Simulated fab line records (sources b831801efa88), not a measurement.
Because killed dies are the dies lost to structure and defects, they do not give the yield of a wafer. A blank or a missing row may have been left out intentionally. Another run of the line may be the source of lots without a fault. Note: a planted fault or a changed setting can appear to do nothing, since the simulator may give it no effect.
Which tool did it? | flow sky130 | 7 lots with 21 wafers sampled at 2 steps, on a route of 708 steps

## WHAT THE GAUGES SHOWED, per wafer
SKY_CONTACT_THK_MEAS_03.
lot  | measured     | on            | CONTACT_HDPCVD_THK (nm)
L775 | day 32 05:50 | film_metro-04 | 568 563 568
L778 | day 32 21:03 | film_metro-01 | 567 566 570
L783 | day 33 02:29 | film_metro-04 | 562 559 568
L781 | day 33 03:11 | film_metro-02 | 561 562 559
L785 | day 33 09:51 | film_metro-04 | 565 572 561
L792 | day 39 05:49 | film_metro-02 | 567 563 563
L797 | day 39 12:38 | film_metro-01 | 301 563 562

## EACH LOT AND THE TOOL THAT RAN IT (in order: tool; ch and the chambers of the sampled wafers; start)
lot  | SKY_CONTACT_HDPCVD_02
L775 | hdpcvd-01 ch 0,1, day 32 05:46
L778 | hdpcvd-02 ch 1,2, day 32 20:58
L783 | hdpcvd-01 ch 0,1,2, day 33 02:24
L781 | hdpcvd-01 ch 0,1, day 33 03:06
L785 | hdpcvd-01 ch 0,1, day 33 09:46
L792 | hdpcvd-02 ch 0,2, day 39 05:45
L797 | hdpcvd-01 ch 1,2, day 39 12:34
- SKY_CONTACT_HDPCVD_02: deposits SiO2, target thk 565 nm, time 94.2 s.

## THE ANSWER, worked out from the rows above alone
Rule: what is usual is taken from the lots themselves. The widest of any qualifying gaps counts: lots, ordered by their means at a reading, are off when they make up no more than a third of the lots, leave a main group of 4 or more, and stand apart from it by 3 or more times the standard deviation of that group's means. A main group whose means are all the same, to the digits that the tables above print for the reading, isn't used. Also off: a lot with no number at a reading for which 4 or more lots have one. Where the step has rows for the other lots, those lots are counted as sound.
Off: L797, at SKY_CONTACT_THK_MEAS_03 (CONTACT_HDPCVD_THK). The main group has a mean of 565 nm with a standard deviation of 2.3.
A tool fits if, at a process step before that reading, it ran every lot that is off, and no sound lot after the first of them. Those tools and the gauges at SKY_CONTACT_THK_MEAS_03 are tried in the same way. This does not decide it: 2 tools fit, namely hdpcvd-01 at SKY_CONTACT_HDPCVD_02 and film_metro-01 at SKY_CONTACT_THK_MEAS_03.

## WHAT HAD BEEN PUT IN BY THE SIMULATOR
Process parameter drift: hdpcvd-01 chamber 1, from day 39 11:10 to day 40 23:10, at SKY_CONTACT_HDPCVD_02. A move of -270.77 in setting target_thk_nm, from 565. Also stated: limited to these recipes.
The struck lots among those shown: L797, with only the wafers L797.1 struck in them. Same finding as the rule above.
